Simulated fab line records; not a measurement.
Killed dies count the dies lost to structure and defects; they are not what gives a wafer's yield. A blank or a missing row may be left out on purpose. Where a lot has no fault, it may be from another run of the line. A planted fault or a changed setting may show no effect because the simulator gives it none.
One fault through the eyes of 2 desks :: flow sky130 :: every desk sees just its own numbers, and what lay behind them comes last

== FOR THE TOOL OWNER'S DESK: implanter-01 ==
For each lot that ran on this tool, the mean over its sampled wafers that have a number, from the tool's own readings at SKY_NWELL_IMPLANT_12. Any lot whose mean is over 4 standard deviations away from the usual mean is out of limits and marked OUT; that distance is given in the brackets.
Columns: A = dose-ions-cm2 at SKY_NWELL_IMPLANT_12, usual 1.3004e+12; B = faraday-current-uA at SKY_NWELL_IMPLANT_12, usual 7.32
lot: L390
first seen here: day 4 13:59
A: 1.2991e+12
B: 7.42

lot: L399
first seen here: day 6 14:07
A: 1.2992e+12
B: 7.37

lot: L400
first seen here: day 7 00:29
A: 1.3017e+12
B: 7.19

lot: L403
first seen here: day 7 17:16
A: 1.4431e+12 (+95) OUT
B: 8.11 (+5.3) OUT

lot: L404
first seen here: day 7 23:28
A: 1.4438e+12 (+96) OUT
B: 8.24 (+6.2) OUT
This desk's verdict: out of limits on L403, L404, starting with L403 at day 7 17:16 (dose-ions-cm2 at SKY_NWELL_IMPLANT_12). L390, L399, L400 stayed within limits.

== FROM THE METROLOGY DESK ==
What the gauges read, lot by lot, whatever tool the lot ran on: means of the sampled wafers that have a number. Any lot whose mean is over 4 standard deviations away from the usual mean is out of limits and marked OUT; that distance is given in the brackets.
Columns: A = INCOMING_BOW at SKY_FIELD_ISO_BOW_MEAS_00, usual 0 um; B = FIELD_ISO_OXIDATION_01_THK at SKY_FIELD_ISO_THK_MEAS_23, usual 9.83 nm; C = NWELL_RS at SKY_NWELL_RS_MEAS_29, usual 623.8 ohm/sq
lot: L390
first seen here: day 1 10:00
A: 2
B: 9.91
C: 624.5

lot: L391
first seen here: day 1 15:01
A: 3
B: 9.78
C: 623.3

lot: L393
first seen here: day 2 01:00
A: -0
B: 10.01
C: 623.6

lot: L394
first seen here: day 2 06:01
A: -0
B: 9.86
C: 625.4

lot: L395
first seen here: day 2 11:01
A: -5
B: 10.18
C: 625.2

lot: L396
first seen here: day 2 16:01
A: 5
B: 9.89
C: 624.9

lot: L398
first seen here: day 3 02:00
A: 5
B: 9.77
C: 621.1

lot: L399
first seen here: day 3 07:00
A: -5
B: 10.12
C: 626.8

lot: L400
first seen here: day 3 12:00
A: 1
B: 9.59
C: 625.3

lot: L403
first seen here: day 4 03:02
A: 9
B: 9.77
C: 620.1

lot: L404
first seen here: day 4 08:00
A: 0
B: 9.63
C: 618.1

lot: L412
first seen here: day 6 00:00
A: 7
B: 9.96
C: 620.1
This desk's verdict: no lot among the 12 shows anything out of limits.

== PUT TOGETHER ==
At day 7 17:16, on L403, L404, the tool owner's desk was in a position to raise an alarm.
From the metrology desk's view, nothing was out of limits.
The metrology desk holds a record of L403, L404, inside its limits.
All the named lots went through SKY_NWELL_IMPLANT_12 on implanter-01.

== WHAT THE SIMULATOR HAD PUT IN ==
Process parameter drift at SKY_NWELL_IMPLANT_12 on implanter-01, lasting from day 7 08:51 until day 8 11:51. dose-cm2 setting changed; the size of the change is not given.
Struck lots among those shown: L403, L404.
How many hours passed from the start of the fault until each desk's first out-of-limits reading: the tool owner's desk, 8.
